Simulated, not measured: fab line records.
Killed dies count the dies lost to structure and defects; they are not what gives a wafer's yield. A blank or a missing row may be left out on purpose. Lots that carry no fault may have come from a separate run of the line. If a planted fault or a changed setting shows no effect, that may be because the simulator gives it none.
Problem report in the 8D (eight disciplines) form, filled by code -- flow sky130 -- the parts of the form that need people (team, actions taken, sign-off) are left out

1. THE ISSUE
oes-product-au at SKY_PAD_OPEN_ETCH_07 reads a mean of 0.892 a.u. on 2 wafers of 1 lot; wafers without a fault read 0.976 a.u. with a standard deviation of 0.008. That is -10 standard deviations from the usual mean.
The step: etches the open film in CF4/O2, stops on AlCu, target depth 725 nm, time 161.1 s.
First observed at day 50 12:46: wafer L621.2, on rie-diel-03. At this step, 36 wafers from 12 lots have a number in the record. Rule for "out", or "out of limits": more than 4 standard deviations from the usual mean. The other wafers with a number count as sound.

2. WHAT IT IS; WHAT IT IS NOT
question,is,is not
which readings at this step,oes-product-au,"bias-w, drypump-motor-current-A"
which lots,L621,"L602, L603, L605, L606, L607, L608, L609, L610, L611, L614, L624"
which wafers of those lots,"L621.2, L621.4",L621.3
read on which tools,rie-diel-03,"rie-diel-01, rie-diel-02"
when,from day 50 12:46,up to then (31 sound wafers); but 3 sound wafers of L624 came after

3. WHAT RULES OUT EACH SUSPECT
Counting: any tool at a process step up to the reading remains a suspect provided it ran every lot that is out. Sound lots after the first of them don't rule it out here, since some wafers of a struck lot are sound.
- pvd-sputter-01 at SKY_METAL2_SPUTTER_00 (material Ti, target thk 15 nm, time 10 s): kept. The lot that is out, L621, ran on it at day 40 09:55; the last sound lot it ran before that was L614, at day 38 10:22.
- rie-diel-03 at SKY_PAD_OPEN_ETCH_07 (etches the open film in CF4/O2, stops on AlCu, target depth 725 nm, time 161.1 s): kept. The lot that is out, L621, ran on it at day 50 12:46; the last sound lot it ran before that was L609, at day 47 22:50. Its own oes-product-au readings are out on those wafers.
- Within rie-diel-03 at SKY_PAD_OPEN_ETCH_07: the wafers that are out ran in chambers 0, 2; their sound lot-mates ran in chamber 1.
What counting leaves: pvd-sputter-01 at SKY_METAL2_SPUTTER_00 and rie-diel-03 at SKY_PAD_OPEN_ETCH_07.

4. THE CAUSE (what the simulator had put in)
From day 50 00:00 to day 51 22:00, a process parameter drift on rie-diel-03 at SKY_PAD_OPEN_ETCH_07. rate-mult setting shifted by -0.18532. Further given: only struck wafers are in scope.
Counting leaves 2 suspects; this tool is one of them.

5. THE CHAIN OF EFFECTS, in route order
Each row: a reading whose mean over the struck wafers that have a number lies more than 3 standard deviations from the usual. Scope: only readings with a usual standard deviation given in the record; hours: median across lots of the time from each lot's start at the first step in this table that gives one to its start at this step; sigmas: change in usual standard deviations.
hours,step,reading,usual,on struck wafers,change,sigmas
0,SKY_PAD_OPEN_ETCH_07,oes-product-au,0.976 a.u.,0.892,-0.084,-10
2,SKY_PAD_OPEN_PROBE_99,defect-limited-yield,82.8 %,0.0,-82.8,-39
2,SKY_PAD_OPEN_PROBE_99,killed-at-other,0.3,380.5,+380.2,+99 or more
2,SKY_PAD_OPEN_PROBE_99,killed-dies,85,492,+407,+41
2,SKY_PAD_OPEN_PROBE_99,killed-on-rim,17,96,+79,+21
2,SKY_PAD_OPEN_PROBE_99,sort_bin_5_function,10.3 %,91.1,+80.8,+48
2,SKY_PAD_OPEN_PROBE_99,sort-n-pass,407,0,-407,-41
2,SKY_PAD_OPEN_PROBE_99,sort-yield-pct,82.8 %,0.0,-82.8,-39
Its process steps:
- SKY_PAD_OPEN_ETCH_07: etches the open film in CF4/O2, stops on AlCu, target depth 725 nm, time 161.1 s.
- SKY_PAD_OPEN_PROBE_99

6. HOW IT WOULD HAVE BEEN CAUGHT EARLIER
In this record the first reading out of limits was taken at day 50 12:46, 13 hours after the fault began at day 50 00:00.
